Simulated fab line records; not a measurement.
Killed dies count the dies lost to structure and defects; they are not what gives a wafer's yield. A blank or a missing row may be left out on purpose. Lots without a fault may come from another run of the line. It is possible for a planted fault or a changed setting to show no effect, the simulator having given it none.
Which of the tools did it? + flow gf180mcu + 36 wafers from 12 lots sampled at 2 of the route's 602 steps

## WHAT EACH GAUGE READ, for each wafer
GF_M1_OVL_MEAS_15.
| lot  | measured     | on         | M1_OVL (nm) |
|------|--------------|------------|-------------|
| L075 | day 17 06:16 | overlay-01 | 3 6 9       |
| L077 | day 18 09:08 | overlay-02 | 6 6 2       |
| L079 | day 18 23:29 | overlay-01 | 4 -6 -5     |
| L081 | day 19 15:37 | overlay-02 | 5 0 5       |
| L083 | day 20 14:24 | overlay-02 | 4 4 8       |
| L085 | day 21 07:11 | overlay-01 | 9 8 7       |
| L087 | day 21 23:02 | overlay-01 | -7 -12 7    |
| L089 | day 22 18:07 | overlay-01 | 2 -7 12     |
| L091 | day 23 07:24 | overlay-01 | 6 3 -2      |
| L093 | day 23 22:11 | overlay-01 | 6 10 2      |
| L095 | day 24 14:02 | overlay-02 | 6 -9 7      |
| L097 | day 25 01:18 | overlay-01 | 9 0 0       |

## TOOL THAT RAN EACH LOT (tool first, then ch and the chambers of the sampled wafers, then the start)
| lot  | GF_CONTACT_CVD_24             |
|------|-------------------------------|
| L075 | cvd-w-01 ch 0,1, day 16 07:12 |
| L077 | cvd-w-01 ch 0,1, day 17 08:39 |
| L079 | cvd-w-01 ch 0,1, day 17 23:16 |
| L081 | cvd-w-01 ch 0,1, day 18 14:22 |
| L083 | cvd-w-01 ch 0,1, day 19 12:58 |
| L085 | cvd-w-01 ch 0,1, day 20 06:32 |
| L087 | cvd-w-01 ch 0,1, day 20 22:00 |
| L089 | cvd-w-02 ch 0,1, day 21 17:33 |
| L091 | cvd-w-01 ch 0,1, day 22 07:10 |
| L093 | cvd-w-01 ch 0,1, day 22 22:16 |
| L095 | cvd-w-01 ch 0,1, day 23 14:12 |
| L097 | cvd-w-01 ch 0,1, day 24 02:28 |
- GF_CONTACT_CVD_24: deposits W, target thk 300 nm, time 90.339 s.

## THE ANSWER, worked out from the rows above alone
Rule: usual is defined by the lots themselves. Put in order of their means at a reading, lots are off if they are a third of the lots or fewer, leave a main group of 4 or more, and stand apart from it by a gap of 3 or more times the standard deviation of the main group's means; of several such gaps the widest counts. The tables above print the reading to a certain number of digits; a main group whose means all agree to those digits is not used. A lot without any number at a reading at which 4 lots or more have one is off too. Any other lot the step has rows for is counted as sound.
Across all readings shown, no lot is off: no conclusion can be drawn from this.

## WHAT WAS PUT IN BY THE SIMULATOR
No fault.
